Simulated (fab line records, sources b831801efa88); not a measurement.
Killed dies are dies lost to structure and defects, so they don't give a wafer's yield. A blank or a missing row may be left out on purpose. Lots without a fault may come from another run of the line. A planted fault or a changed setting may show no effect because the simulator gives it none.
fab line records | flow sky130
record lots=5 wafers=15 last_day=50
route steps=708 shown LDD_LDN@302 SPACER@304 POLY_CUT@307 SD_P@320 RES_XHIGH@332
lots that met no fault: from a run of the same line without faults
start_h: hours from the record's first day to the start of the lot's first wafer shown | wait_h: hours since the lot's step before | " the same as in the row above | L1.1+2: a row that stands for several wafers | - no value, or no start given | * or withheld: withheld | < > ~ a bound
route shown NAME@n: a module of which the file shows steps, and the number in the route of the first | usual: mean/standard deviation of fault-free wafers | same: alike in all rows | chamber/n: place in a boat | sites: the reading at each site | _std_site: their standard deviation | _edge_site: outer sites' mean less inner sites' | radius_mm: how far each site lies from the wafer's centre | mask NAME#n: copy n | behind: the tool/chamber that last shaped the wafer | hold: why the lot was held/for how many hours/how that ended | device: the transistor (n, p or np) that didn't switch | end of line: the same wafers' tests at the end of the route | a step without rows: its recipe alone | killed: dies lost to structure and defects at the first sort, not the wafer's yield | map: a wafer's dies, x killed, . not, _ none there
set.NAME: the setting as run; set.NAME@STEP: as run at that earlier step | model.NAME: the simulator's own value behind a step, which no gauge read
lots at some steps of the route; a table a step, a row a wafer
services: from which hour (start_h, from the record's first day; less than 0 if before it) a tool's chamber was out of use, for how many hours, and why
## steps
# step SKY_LDD_LDN_TW_MEAS_13
# usual LDD_LDN_TW=1478/17
# columns lot.wafer tool chamber start_h wait_h LDD_LDN_TW
L077.1 film_metro-01 - 563.57 0.1 1464
L077.2 " - " " 1462
L077.3 " - " " 1463
L084.2 film_metro-03 - 622.93 0.1 1487
L084.3 " - " " 1492
L084.4 " - " " 1496
L085.1 film_metro-01 - 630.32 0.1 1459
L085.3 " - " " 1464
L085.6 " - " " 1455
L092.1 film_metro-03 - 684.95 0.1 1500
L092.3 " - " " 1488
L092.4 " - " " 1489
L097.1 film_metro-03 - 716.10 0.1 1493
L097.2 " - " " 1491
L097.6 " - " " 1486
# step SKY_LDD_LDN_CLEAN_14
# recipe chemistry=SC1/SC2 mix=1:4:20 temp_c=70 time_s=150 dry=n2_spin
# columns lot.wafer tool chamber start_h wait_h
L077.1+2+3 wet_bench-03 0 563.63 0.1
L084.2+3+4 wet_bench-01 2 622.98 0.0
L085.1+3+6 wet_bench-03 2 630.38 0.1
L092.1+3+4 wet_bench-03 2 685.01 0.1
L097.1+2+6 wet_bench-03 0 716.16 0.1
# step SKY_SPACER_CVD_00
# recipe material=Si3N4 precursor=DCS/NH3 target_thk_nm=43.1 temp_c=770 time_s=740 pressure_mtorr=250
# usual spike_tc_upper_C=769.9/0.99 zone_power_upper_pct=13.0/1.6
# columns lot.wafer tool chamber start_h wait_h spike_tc_upper_C zone_power_upper_pct
L077.1 lpcvd-02 1 565.14 1.5 769.9 11.5
L077.2 " 1 " " 771.3 11.8
L077.3 " 1 " " 768.5 11.5
L084.2 lpcvd-02 1 623.09 0.0 771.2 11.4
L084.3 " 1 " " 770.6 11.3
L084.4 " 1 " " 770.0 11.4
L085.1 lpcvd-02 0 630.43 0.0 770.6 14.6
L085.3 " 0 " " 770.5 14.9
L085.6 " 0 " " 769.2 14.7
L092.1 lpcvd-02 0 685.11 0.0 770.6 14.7
L092.3 " 0 " " 770.6 14.7
L092.4 " 0 " " 770.3 14.7
L097.1 lpcvd-02 1 716.21 0.0 769.4 11.5
L097.2 " 1 " " 770.1 11.4
L097.6 " 1 " " 771.2 11.5
# step SKY_SPACER_THK_MEAS_01
# recipe reads=Si3N4_of_SPACER_CVD_00
# usual SPACER_CVD_00_THK=43.2/0.37
# columns lot.wafer tool chamber start_h wait_h SPACER_CVD_00_THK[nm]
L077.1 film_metro-04 - 566.34 0.0 42.5
L077.2 " - " " 42.4
L077.3 " - " " 42.6
L084.2 film_metro-03 - 624.91 0.0 43.7
L084.3 " - " " 43.8
L084.4 " - " " 43.4
L085.1 film_metro-01 - 632.24 0.0 43.2
L085.3 " - " " 43.5
L085.6 " - " " 43.5
L092.1 film_metro-01 - 686.31 0.0 43.1
L092.3 " - " " 43.6
L092.4 " - " " 43.1
L097.1 film_metro-03 - 717.42 0.0 43.0
L097.2 " - " " 42.8
L097.6 " - " " 43.1
# step SKY_SPACER_ETCHBACK_02
# recipe chemistry=CH3F/O2 target=Si3N4 stop_on=SiO2 source_w=400 bias_w=80 pressure_mtorr=25 ch3f_flow_sccm=40 O2_flow_sccm=30 time_s=46.7 target_depth_a=450
# usual chamber_pressure_mTorr=24.998/0.023 drypump_motor_current_A=5.9/0.42 oes_product_au=0.855/0.0061 rf_fwd_power_W=396.2/1.4 throttle_valve_pct=10.562/0.0091
# columns lot.wafer tool chamber start_h wait_h chamber_pressure_mTorr drypump_motor_current_A oes_product_au rf_fwd_power_W rf_hours_counter_h throttle_valve_pct
L077.1 rie_diel-04 2 566.40 0.1 25.014 5.4 0.850 395.3 6 10.542
L077.2 " 3 " " 25.002 6.0 0.850 395.6 5 10.564
L077.3 " 1 " " 25.051 6.0 0.851 397.8 72 10.572
L084.2 rie_diel-04 3 624.96 0.0 25.022 6.0 0.857 393.9 6 10.573
L084.3 " 0 " " 24.970 5.9 0.862 394.9 43 10.564
L084.4 " 2 " " 25.002 5.3 0.854 395.9 7 10.564
L085.1 rie_diel-03 2 632.30 0.1 25.007 5.7 0.858 397.6 18 10.550
L085.3 " 3 " " 24.994 6.5 0.856 394.9 23 10.561
L085.6 " 1 " " 24.974 6.3 0.850 393.8 - 10.558
L092.1 rie_diel-04 1 686.37 0.1 25.003 6.1 0.857 395.7 1 10.550
L092.3 " 3 " " 24.948 6.0 0.858 397.2 7 10.558
L092.4 " 0 " " 24.968 5.9 0.854 395.2 44 10.578
L097.1 rie_diel-01 1 717.48 0.1 25.003 6.7 0.850 396.7 32 10.552
L097.2 " 3 " " 25.019 5.2 0.848 395.6 12 10.574
L097.6 " 3 " " 24.991 5.2 0.855 395.4 - 10.565
# step SKY_POLY_CUT_DEHYDRATE_00
# recipe temp_c=200 time_s=60
# usual heater_power_total_W=160.37/0.12
# columns lot.wafer tool chamber start_h wait_h heater_power_total_W
L077.1 litho_track-02 0 580.36 13.9 160.34
L077.2 " 0 " " 160.25
L077.3 " 0 " " 160.33
L084.2 litho_track-01 0 638.00 13.0 160.44
L084.3 " 0 " " 160.37
L084.4 " 0 " " 160.54
L085.1 litho_track-01 0 646.53 14.2 160.65
L085.3 " 0 " " 160.32
L085.6 " 0 " " 160.56
L092.1 litho_track-02 0 699.67 13.3 160.64
L092.3 " 0 " " 160.17
L092.4 " 0 " " 160.13
L097.1 litho_track-02 0 731.02 13.5 160.37
L097.2 " 0 " " 160.59
L097.6 " 0 " " 160.19
# step SKY_POLY_CUT_HMDS_01
# recipe prime_time_s=60 prime_temp_c=120
# columns lot.wafer tool chamber start_h wait_h
L077.1+2+3 litho_track-02 0 580.51 0.1
L084.2+3+4 litho_track-01 0 638.15 0.1
L085.1+3+6 litho_track-01 0 646.68 0.1
L092.1+3+4 litho_track-02 0 699.82 0.1
L097.1+2+6 litho_track-02 0 731.17 0.1
# step SKY_POLY_CUT_COAT_02
# recipe resist=BARC temp_c=withheld time_s=withheld spin_rpm=3000 resist_thk_nm=60
# columns lot.wafer tool chamber start_h wait_h
L077.1+2+3 litho_track-02 0 580.66 0.1
L084.2+3+4 litho_track-01 0 638.30 0.1
L085.1+3+6 litho_track-01 0 646.83 0.1
L092.1+3+4 litho_track-02 0 699.97 0.1
L097.1+2+6 litho_track-02 0 731.32 0.1
# step SKY_POLY_CUT_COAT_03
# recipe resist=KrF-thick spin_rpm=3000 resist_thk_nm=450
# columns lot.wafer tool chamber start_h wait_h
L077.1+2+3 litho_track-02 0 - -
L084.2+3+4 litho_track-01 0 - -
L085.1+3+6 litho_track-01 0 - -
L092.1+3+4 litho_track-02 0 - -
L097.1+2+6 litho_track-02 0 - -
# step SKY_POLY_CUT_SOFTBAKE_04
# recipe temp_c=100 time_s=90 resist=KrF-thick
# usual heater_power_total_W=57.36/0.12
# columns lot.wafer tool chamber start_h wait_h heater_power_total_W
L077.1 litho_track-02 0 - - 57.47
L077.2 " 0 " " 57.42
L077.3 " 0 " " 57.24
L084.2 litho_track-01 0 - - 57.17
L084.3 " 0 " " 57.37
L084.4 " 0 " " 57.30
L085.1 litho_track-01 0 - - 57.48
L085.3 " 0 " " 57.43
L085.6 " 0 " " 57.44
L092.1 litho_track-02 0 - - 57.22
L092.3 " 0 " " 57.31
L092.4 " 0 " " 57.26
L097.1 litho_track-02 0 - - 57.19
L097.2 " 0 " " 57.35
L097.6 " 0 " " 57.44
# step SKY_POLY_CUT_EXPOSE_05
# recipe mask_id=NPCM na=0.8 source_shape=annular sigma_inner=0.55 sigma_outer=0.85 target_cd_nm=270 dose_mj=32
# usual focus_offset_nm=0.0/0.52
# columns lot.wafer tool chamber start_h wait_h mask focus_offset_nm
L077.1 krf_scanner-02 0 - - NPCM#0 0.3
L077.2 " 0 " " NPCM#0 -0.4
L077.3 " 0 " " NPCM#0 -1.2
L084.2 krf_scanner-02 0 - - NPCM#0 0.6
L084.3 " 0 " " NPCM#0 0.6
L084.4 " 0 " " NPCM#0 0.1
L085.1 krf_scanner-01 0 - - NPCM#0 0.2
L085.3 " 0 " " NPCM#0 0.3
L085.6 " 0 " " NPCM#0 0.0
L092.1 krf_scanner-01 0 - - NPCM#0 0.6
L092.3 " 0 " " NPCM#0 0.6
L092.4 " 0 " " NPCM#0 1.1
L097.1 krf_scanner-02 0 - - NPCM#0 0.7
L097.2 " 0 " " NPCM#0 0.0
L097.6 " 0 " " NPCM#0 0.2
# step SKY_POLY_CUT_PEB_06
# recipe peb_temp_c=withheld peb_time_s=withheld resist=KrF-thick
# columns lot.wafer tool chamber start_h wait_h
L077.1+2+3 litho_track-03 0 - -
L084.2+3+4 litho_track-01 0 - -
L085.1+3+6 litho_track-01 0 - -
L092.1+3+4 litho_track-03 0 - -
L097.1+2+6 litho_track-01 0 - -
# step SKY_POLY_CUT_DEVELOP_07
# recipe develop_time_s=60 resist=KrF-thick dev_temp_c=21
# columns lot.wafer tool chamber start_h wait_h
L077.1+2+3 litho_track-03 0 - -
L084.2+3+4 litho_track-01 0 - -
L085.1+3+6 litho_track-01 0 - -
L092.1+3+4 litho_track-03 0 - -
L097.1+2+6 litho_track-01 0 - -
# step SKY_POLY_CUT_CD_MEAS_08
# recipe target_cd_nm=270
# usual cd_nm=269.9/1.6
# columns lot.wafer tool chamber start_h wait_h cd_nm
L077.1 cd_sem-01 - 595.93 - 269.4
L077.2 " - " " 269.9
L077.3 " - " " 270.7
L084.2 cd_sem-02 - 653.65 - 267.5
L084.3 " - " " 267.5
L084.4 " - " " 267.5
L085.1 cd_sem-02 - 661.33 - 268.3
L085.3 " - " " 267.1
L085.6 " - " " 270.5
L092.1 cd_sem-02 - 714.98 - 271.9
L092.3 " - " " 272.2
L092.4 " - " " 273.4
L097.1 cd_sem-01 - 745.53 - 269.2
L097.2 " - " " 269.5
L097.6 " - " " 269.4
# step SKY_POLY_CUT_OVL_MEAS_09
# usual POLY_CUT_OVL=0/5
# columns lot.wafer tool chamber start_h wait_h POLY_CUT_OVL[nm]
L077.1 overlay-02 - 596.05 0.1 -2
L077.2 " - " " -2
L077.3 " - " " 1
L084.2 overlay-02 - 653.75 0.1 1
L084.3 " - " " 3
L084.4 " - " " 9
L085.1 overlay-02 - 661.45 0.1 -1
L085.3 " - " " -8
L085.6 " - " " 2
L092.1 overlay-02 - 715.10 0.1 4
L092.3 " - " " 6
L092.4 " - " " 11
L097.1 overlay-02 - 745.65 0.1 -4
L097.2 " - " " -6
L097.6 " - " " 0
# step SKY_POLY_CUT_ETCH_10
# recipe chemistry=N2/H2 target=BARC ion_energy_ev=200 source_w=500 bias_w=100 pressure_mtorr=30 n2_flow_sccm=100 h2_flow_sccm=200 stop_on=SiO2 time_s=45.9 target_depth_a=600
# usual chamber_pressure_mTorr=30.000/0.028 drypump_motor_current_A=5.9/0.45 oes_product_au=0.855/0.0046 rf_fwd_power_W=495.1/2 throttle_valve_pct=13.224/0.0098
# columns lot.wafer tool chamber start_h wait_h chamber_pressure_mTorr drypump_motor_current_A oes_product_au rf_fwd_power_W rf_hours_counter_h throttle_valve_pct
L077.1 rie_diel-01 0 596.08 0.0 29.998 5.8 0.851 494.8 7 13.237
L077.2 " 3 " " 30.011 5.2 0.851 491.4 9 13.212
L077.3 " 2 " " 30.003 6.1 0.859 496.1 28 13.212
L084.2 rie_diel-01 1 653.78 0.0 29.984 6.7 0.861 499.1 30 13.222
L084.3 " 0 " " 29.994 5.8 0.863 492.4 8 13.230
L084.4 " 2 " " 29.989 6.1 0.854 497.2 29 13.239
L085.1 rie_diel-02 1 661.48 0.0 29.972 6.5 0.855 493.8 0 13.233
L085.3 " 2 " " 30.037 6.2 0.853 497.4 57 13.226
L085.6 " 0 " " 30.038 5.9 0.852 496.5 - 13.238
L092.1 rie_diel-04 1 715.13 0.0 29.989 6.1 0.851 494.7 2 13.228
L092.3 " 2 " " 29.970 5.3 0.857 496.8 8 13.206
L092.4 " 3 " " 29.940 6.0 0.860 499.1 8 13.208
L097.1 rie_diel-04 3 745.68 0.0 30.031 6.0 0.855 497.1 8 13.221
L097.2 " 2 " " 29.997 5.4 0.862 492.0 9 13.213
L097.6 " 3 " " 29.978 6.0 0.850 498.2 - 13.251
# step SKY_POLY_CUT_ETCH_11
# recipe target=Si3N4 chemistry=CF4/CH2F2/Ar stop_on=poly-Si source_w=600 bias_w=144.6 pressure_mtorr=40 cf4_flow_sccm=40 ch2f2_flow_sccm=20 Ar_flow_sccm=150 time_s=42.5 target_depth_a=600
# usual chamber_pressure_mTorr=40.00/0.036 drypump_motor_current_A=5.9/0.46 oes_product_au=0.830/0.0055 rf_fwd_power_W=594.0/2.6 throttle_valve_pct=14.996/0.0094
# columns lot.wafer tool chamber start_h wait_h chamber_pressure_mTorr drypump_motor_current_A oes_product_au rf_fwd_power_W rf_hours_counter_h throttle_valve_pct
L077.1 rie_diel-01 0 596.13 0.0 40.02 5.8 0.834 592.5 7 14.986
L077.2 " 3 " " 39.98 5.2 0.823 593.8 9 14.987
L077.3 " 2 " " 40.01 6.1 0.831 594.4 28 14.994
L084.2 rie_diel-01 1 653.82 0.0 40.00 6.7 0.833 596.5 31 14.995
L084.3 " 0 " " 40.01 5.8 0.829 592.6 8 14.990
L084.4 " 2 " " 40.02 6.1 0.835 594.1 29 14.988
L085.1 rie_diel-02 1 661.52 0.0 40.03 6.5 0.823 592.4 0 15.006
L085.3 " 2 " " 40.01 6.2 0.837 597.1 57 14.993
L085.6 " 0 " " 39.99 5.8 0.838 594.2 - 15.013
L092.1 rie_diel-04 1 715.18 0.0 39.99 6.1 0.841 592.0 2 14.994
L092.3 " 2 " " 40.05 5.3 0.825 592.8 8 15.002
L092.4 " 3 " " 39.99 6.0 0.836 593.6 8 14.992
L097.1 rie_diel-04 3 745.72 0.0 40.05 6.0 0.827 594.1 8 15.004
L097.2 " 2 " " 40.04 5.3 0.831 592.5 9 15.000
L097.6 " 3 " " 39.92 6.0 0.823 597.2 - 14.983
# step SKY_POLY_CUT_STRIP_12
# recipe chemistry=O2/N2 power_w=1400 pressure_mtorr=1500 platen_temp_c=withheld o2_flow_sccm=3000 n2_flow_sccm=300 overash_fraction=0.5
# usual chamber_pressure_mTorr=1500.1/1.5 drypump_motor_current_A=5.4/0.44 oes_product_au=0.453/0.0043 strip_time_to_endpoint_s=5.362/0.019
# columns lot.wafer tool chamber start_h wait_h chamber_pressure_mTorr drypump_motor_current_A oes_product_au rf_hours_counter_h strip_time_to_endpoint_s
L077.1 plasma_asher-04 0 596.17 0.0 1499.9 5.4 0.452 16 5.362
L077.2 " 1 " " 1499.2 5.8 0.459 16 5.385
L077.3 " 1 " " 1500.3 5.8 0.452 - 5.401
L084.2 plasma_asher-02 0 653.86 0.0 1500.8 5.5 0.449 81 5.369
L084.3 " 0 " " 1498.1 5.5 0.460 - 5.390
L084.4 " 1 " " 1500.9 4.7 0.460 - 5.369
L085.1 plasma_asher-02 0 661.56 0.0 1499.0 5.5 0.447 82 5.382
L085.3 " 0 " " 1498.2 5.5 0.456 - 5.369
L085.6 " 0 " " 1496.8 5.5 0.455 - 5.355
L092.1 plasma_asher-03 0 715.22 0.0 1499.4 6.2 0.453 61 5.359
L092.3 " 1 " " 1501.4 5.4 0.451 - 5.361
L092.4 " 0 " " 1501.7 6.2 0.456 - 5.337
L097.1 plasma_asher-03 1 745.76 0.0 1499.9 5.4 0.451 64 5.343
L097.2 " 0 " " 1497.1 6.2 0.449 64 5.338
L097.6 " 0 " " 1504.8 6.2 0.448 - 5.344
# step SKY_SD_P_DEHYDRATE_00
# recipe temp_c=200 time_s=60
# usual heater_power_total_W=160.39/0.12
# columns lot.wafer tool chamber start_h wait_h heater_power_total_W
L077.1 litho_track-03 0 609.93 13.7 160.56
L077.2 " 0 " " 160.30
L077.3 " 0 " " 160.43
L084.2 litho_track-02 0 667.49 13.6 160.52
L084.3 " 0 " " 160.57
L084.4 " 0 " " 160.24
L085.1 litho_track-04 0 675.33 13.7 160.55
L085.3 " 0 " " 160.56
L085.6 " 0 " " 160.62
L092.1 litho_track-03 0 728.23 13.0 160.41
L092.3 " 0 " " 160.52
L092.4 " 0 " " 160.24
L097.1 litho_track-03 0 758.98 13.2 160.31
L097.2 " 0 " " 160.37
L097.6 " 0 " " 160.35
# step SKY_SD_P_HMDS_01
# recipe prime_time_s=60 prime_temp_c=120
# columns lot.wafer tool chamber start_h wait_h
L077.1+2+3 litho_track-03 0 610.08 0.1
L084.2+3+4 litho_track-02 0 667.64 0.1
L085.1+3+6 litho_track-04 0 675.48 0.1
L092.1+3+4 litho_track-03 0 728.38 0.1
L097.1+2+6 litho_track-03 0 759.13 0.1
# step SKY_SD_P_COAT_02
# recipe resist=NOVOLAK spin_rpm=3000 resist_thk_nm=1140
# columns lot.wafer tool chamber start_h wait_h
L077.1+2+3 litho_track-03 0 610.23 0.1
L084.2+3+4 litho_track-02 0 667.79 0.1
L085.1+3+6 litho_track-04 0 675.63 0.1
L092.1+3+4 litho_track-03 0 728.53 0.1
L097.1+2+6 litho_track-03 0 759.28 0.1
# step SKY_SD_P_SOFTBAKE_03
# recipe temp_c=90 time_s=60 resist=NOVOLAK
# usual heater_power_total_W=56.60/0.046
# columns lot.wafer tool chamber start_h wait_h heater_power_total_W
L077.1 litho_track-03 0 610.38 0.1 56.59
L077.2 " 0 " " 56.62
L077.3 " 0 " " 56.53
L084.2 litho_track-02 0 667.94 0.1 56.59
L084.3 " 0 " " 56.60
L084.4 " 0 " " 56.70
L085.1 litho_track-04 0 675.78 0.1 56.60
L085.3 " 0 " " 56.53
L085.6 " 0 " " 56.60
L092.1 litho_track-03 0 728.68 0.1 56.61
L092.3 " 0 " " 56.57
L092.4 " 0 " " 56.61
L097.1 litho_track-03 0 759.43 0.1 56.64
L097.2 " 0 " " 56.57
L097.6 " 0 " " 56.57
# step SKY_SD_P_EXPOSE_04
# recipe mask_id=PSDM na=0.6 source_shape=conventional sigma_outer=0.6 polarization=unpolarized target_cd_nm=380 dose_mj=138
# usual focus_offset_nm=0.0/0.55
# columns lot.wafer tool chamber start_h wait_h mask focus_offset_nm
L077.1 iline_stepper-02 0 - - PSDM#0 0.4
L077.2 " 0 " " PSDM#0 -0.2
L077.3 " 0 " " PSDM#0 0.8
L084.2 iline_stepper-01 0 - - PSDM#0 -0.2
L084.3 " 0 " " PSDM#0 0.1
L084.4 " 0 " " PSDM#0 0.8
L085.1 iline_stepper-01 0 - - PSDM#0 0.4
L085.3 " 0 " " PSDM#0 -0.9
L085.6 " 0 " " PSDM#0 -0.9
L092.1 iline_stepper-01 0 - - PSDM#0 0.7
L092.3 " 0 " " PSDM#0 1.2
L092.4 " 0 " " PSDM#0 0.2
L097.1 iline_stepper-01 0 - - PSDM#0 -0.2
L097.2 " 0 " " PSDM#0 0.1
L097.6 " 0 " " PSDM#0 -0.3
# step SKY_SD_P_PEB_05
# recipe temp_c=withheld time_s=* resist=NOVOLAK
# columns lot.wafer tool chamber start_h wait_h
L077.1+2+3 litho_track-03 0 - -
L084.2+3+4 litho_track-04 0 - -
L085.1+3+6 litho_track-04 0 - -
L092.1+3+4 litho_track-03 0 - -
L097.1+2+6 litho_track-02 0 - -
# step SKY_SD_P_DEVELOP_06
# recipe resist=NOVOLAK developer=TMAH develop_time_s=60 dev_temp_c=23
# columns lot.wafer tool chamber start_h wait_h
L077.1+2+3 litho_track-03 0 624.93 0.1
L084.2+3+4 litho_track-04 0 682.46 0.1
L085.1+3+6 litho_track-04 0 689.73 0.1
L092.1+3+4 litho_track-03 0 742.58 0.1
L097.1+2+6 litho_track-02 0 773.07 0.1
# step SKY_SD_P_CD_MEAS_07
# recipe target_cd_nm=380
# usual cd_nm=380.0/2.5
# columns lot.wafer tool chamber start_h wait_h cd_nm
L077.1 cd_sem-01 - 625.08 0.1 377.4
L077.2 " - " " 377.4
L077.3 " - " " 375.6
L084.2 cd_sem-01 - 682.61 0.1 381.3
L084.3 " - " " 379.9
L084.4 " - " " 380.8
L085.1 cd_sem-02 - 689.88 0.1 382.7
L085.3 " - " " 383.2
L085.6 " - " " 381.4
L092.1 cd_sem-01 - 742.73 0.1 379.5
L092.3 " - " " 380.5
L092.4 " - " " 379.5
L097.1 cd_sem-01 - 773.22 0.1 378.2
L097.2 " - " " 376.1
L097.6 " - " " 381.1
# step SKY_SD_P_OVL_MEAS_08
# usual SD_P_OVL=0.0/1.5
# columns lot.wafer tool chamber start_h wait_h SD_P_OVL[nm]
L077.1 overlay-01 - 625.20 0.1 2.3
L077.2 " - " " 2.0
L077.3 " - " " 2.9
L084.2 overlay-01 - 682.71 0.1 0.2
L084.3 " - " " 0.7
L084.4 " - " " -0.1
L085.1 overlay-01 - 690.00 0.1 1.7
L085.3 " - " " -1.9
L085.6 " - " " 0.8
L092.1 overlay-02 - 742.85 0.1 0.4
L092.3 " - " " 0.2
L092.4 " - " " -0.4
L097.1 overlay-02 - 773.34 0.1 0.0
L097.2 " - " " 0.3
L097.6 " - " " 0.5
# step SKY_SD_P_IMPLANT_09
# recipe species=BF2 energy_kev=20 dose_cm2=3.022e+15 tilt_deg=0
# usual beam_on_s=13.3/0.51
# columns lot.wafer tool chamber start_h wait_h beam_on_s
L077.1 implanter-03 0 625.23 0.0 13.9
L077.2 " 0 " " 13.6
L077.3 " 0 " " 13.7
L084.2 implanter-04 0 682.77 0.0 13.3
L084.3 " 0 " " 13.0
L084.4 " 0 " " 13.1
L085.1 implanter-01 0 690.04 0.0 12.9
L085.3 " 0 " " 12.6
L085.6 " 0 " " 12.5
L092.1 implanter-03 0 742.88 0.0 13.5
L092.3 " 0 " " 14.2
L092.4 " 0 " " 14.2
L097.1 implanter-03 0 773.37 0.0 14.2
L097.2 " 0 " " 13.9
L097.6 " 0 " " 14.0
# step SKY_SD_P_STRIP_10
# recipe chemistry=O2/N2 power_w=1400 pressure_mtorr=1500 platen_temp_c=withheld o2_flow_sccm=3000 n2_flow_sccm=300 overash_fraction=0.5
# usual chamber_pressure_mTorr=1500.0/1.4 drypump_motor_current_A=5.9/0.37 oes_product_au=0.618/0.0045 strip_time_to_endpoint_s=17.51/0.047
# columns lot.wafer tool chamber start_h wait_h chamber_pressure_mTorr drypump_motor_current_A oes_product_au rf_hours_counter_h strip_time_to_endpoint_s
L077.1 plasma_asher-04 0 625.38 0.1 1501.5 5.4 0.617 19 17.53
L077.2 " 1 " " 1499.8 5.8 0.619 19 17.50
L077.3 " 1 " " 1500.2 5.8 0.616 - 17.51
L084.2 plasma_asher-01 0 682.89 0.1 1499.9 6.3 0.613 98 17.47
L084.3 " 0 " " 1499.4 6.3 0.617 - 17.48
L084.4 " 1 " " 1501.5 6.1 0.619 - 17.44
L085.1 plasma_asher-04 0 690.19 0.1 1497.9 5.5 0.621 26 17.48
L085.3 " 1 " " 1499.1 5.8 0.615 - 17.48
L085.6 " 1 " " 1500.2 5.8 0.622 - 17.50
L092.1 plasma_asher-03 0 743.03 0.1 1501.4 6.2 0.613 64 17.53
L092.3 " 0 " " 1500.1 6.2 0.618 - 17.55
L092.4 " 1 " " 1500.3 5.3 0.617 - 17.56
L097.1 plasma_asher-03 0 773.52 0.1 1497.9 6.2 0.618 67 17.57
L097.2 " 1 " " 1500.4 5.4 0.613 67 17.54
L097.6 " 0 " " 1501.5 6.2 0.617 - 17.57
# step SKY_SD_P_TW_MEAS_11
# usual SD_P_TW=2845/33
# columns lot.wafer tool chamber start_h wait_h SD_P_TW
L077.1 film_metro-04 - 625.48 0.1 2875
L077.2 " - " " 2873
L077.3 " - " " 2877
L084.2 film_metro-03 - 683.00 0.1 2863
L084.3 " - " " 2857
L084.4 " - " " 2875
L085.1 film_metro-03 - 690.29 0.1 2855
L085.3 " - " " 2857
L085.6 " - " " 2836
L092.1 film_metro-03 - 743.13 0.1 2843
L092.3 " - " " 2828
L092.4 " - " " 2835
L097.1 film_metro-03 - 773.62 0.1 2833
L097.2 " - " " 2822
L097.6 " - " " 2831
# step SKY_RES_XHIGH_DEHYDRATE_00
# recipe temp_c=200 time_s=60
# usual heater_power_total_W=160.37/0.13
# columns lot.wafer tool chamber start_h wait_h heater_power_total_W
L077.1 litho_track-04 0 638.38 12.9 160.42
L077.2 " 0 " " 160.33
L077.3 " 0 " " 160.32
L084.2 litho_track-01 0 695.60 12.6 160.55
L084.3 " 0 " " 160.43
L084.4 " 0 " " 160.22
L085.1 litho_track-04 0 703.28 13.0 160.35
L085.3 " 0 " " 160.48
L085.6 " 0 " " 160.40
L092.1 litho_track-01 0 756.03 12.9 160.62
L092.3 " 0 " " 160.32
L092.4 " 0 " " 160.36
L097.1 litho_track-04 0 786.18 12.6 160.56
L097.2 " 0 " " 160.60
L097.6 " 0 " " 160.36
# step SKY_RES_XHIGH_HMDS_01
# recipe prime_time_s=60 prime_temp_c=120
# columns lot.wafer tool chamber start_h wait_h
L077.1+2+3 litho_track-04 0 638.53 0.1
L084.2+3+4 litho_track-01 0 695.75 0.1
L085.1+3+6 litho_track-04 0 703.43 0.1
L092.1+3+4 litho_track-01 0 756.18 0.1
L097.1+2+6 litho_track-04 0 786.33 0.1
# step SKY_RES_XHIGH_COAT_02
# recipe resist=NOVOLAK spin_rpm=3000 resist_thk_nm=1140
# columns lot.wafer tool chamber start_h wait_h
L077.1+2+3 litho_track-04 0 638.68 0.1
L084.2+3+4 litho_track-01 0 695.90 0.1
L085.1+3+6 litho_track-04 0 703.58 0.1
L092.1+3+4 litho_track-01 0 756.33 0.1
L097.1+2+6 litho_track-04 0 786.48 0.1
# step SKY_RES_XHIGH_SOFTBAKE_03
# recipe temp_c=90 time_s=60 resist=NOVOLAK
# usual heater_power_total_W=56.60/0.043
# columns lot.wafer tool chamber start_h wait_h heater_power_total_W
L077.1 litho_track-04 0 638.83 0.1 56.63
L077.2 " 0 " " 56.55
L077.3 " 0 " " 56.58
L084.2 litho_track-01 0 696.05 0.1 56.61
L084.3 " 0 " " 56.59
L084.4 " 0 " " 56.65
L085.1 litho_track-04 0 703.73 0.1 56.63
L085.3 " 0 " " 56.56
L085.6 " 0 " " 56.62
L092.1 litho_track-01 0 756.48 0.1 56.63
L092.3 " 0 " " 56.51
L092.4 " 0 " " 56.66
L097.1 litho_track-04 0 786.63 0.1 56.60
L097.2 " 0 " " 56.66
L097.6 " 0 " " 56.69
# step SKY_RES_XHIGH_EXPOSE_04
# recipe mask_id=URPM na=0.6 source_shape=conventional sigma_outer=0.6 polarization=unpolarized target_cd_nm=1270 dose_mj=140
# usual focus_offset_nm=0.0/0.55
# columns lot.wafer tool chamber start_h wait_h mask focus_offset_nm
L077.1 iline_stepper-01 0 - - URPM#0 0.1
L077.2 " 0 " " URPM#0 1.0
L077.3 " 0 " " URPM#0 0.1
L084.2 iline_stepper-02 0 - - URPM#0 0.0
L084.3 " 0 " " URPM#0 -0.4
L084.4 " 0 " " URPM#0 -0.4
L085.1 iline_stepper-02 0 - - URPM#0 0.5
L085.3 " 0 " " URPM#0 0.2
L085.6 " 0 " " URPM#0 0.3
L092.1 iline_stepper-02 0 - - URPM#0 -0.1
L092.3 " 0 " " URPM#0 0.4
L092.4 " 0 " " URPM#0 -0.1
L097.1 iline_stepper-01 0 - - URPM#0 0.7
L097.2 " 0 " " URPM#0 0.2
L097.6 " 0 " " URPM#0 0.6
# step SKY_RES_XHIGH_PEB_05
# recipe temp_c=withheld time_s=* resist=NOVOLAK
# columns lot.wafer tool chamber start_h wait_h
L077.1+2+3 litho_track-04 0 - -
L084.2+3+4 litho_track-03 0 - -
L085.1+3+6 litho_track-04 0 - -
L092.1+3+4 litho_track-04 0 - -
L097.1+2+6 litho_track-03 0 - -
# step SKY_RES_XHIGH_DEVELOP_06
# recipe resist=NOVOLAK developer=TMAH develop_time_s=60 dev_temp_c=23
# columns lot.wafer tool chamber start_h wait_h
L077.1+2+3 litho_track-04 0 653.18 0.1
L084.2+3+4 litho_track-03 0 710.50 0.1
L085.1+3+6 litho_track-04 0 718.13 0.1
L092.1+3+4 litho_track-04 0 770.08 0.1
L097.1+2+6 litho_track-03 0 800.33 0.1
## services
# columns tool chamber start_h hours kind
krf_scanner-02 - 542.29 0.7 repair
krf_scanner-02 - 556.03 1.0 pm
rie_diel-01 2 560.15 4.3 repair
krf_scanner-02 - 561.04 2.1 repair
iline_stepper-01 - 568.72 2.1 pm
krf_scanner-02 - 569.24 4.0 pm
krf_scanner-02 - 586.92 0.6 repair
implanter-03 - 592.37 4.9 repair
iline_stepper-01 - 596.31 8.9 pm
rie_diel-04 - 606.08 14.6 pm
krf_scanner-02 - 608.87 0.8 pm
iline_stepper-02 - 624.31 1.7 pm
krf_scanner-02 - 628.41 1.3 pm
iline_stepper-02 - 629.79 1.5 repair
rie_diel-04 1 650.34 5.6 repair
iline_stepper-01 - 662.04 1.7 pm
rie_diel-04 - 669.53 1.6 repair
plasma_asher-03 - 671.43 0.4 repair
rie_diel-04 2 689.74 10.1 repair
iline_stepper-02 - 714.51 2.4 repair
rie_diel-04 3 734.18 3.0 repair
lpcvd-02 - 737.89 0.5 repair
lpcvd-02 - 756.02 2.8 pm
lpcvd-02 - 777.66 0.4 repair
## key
fault none
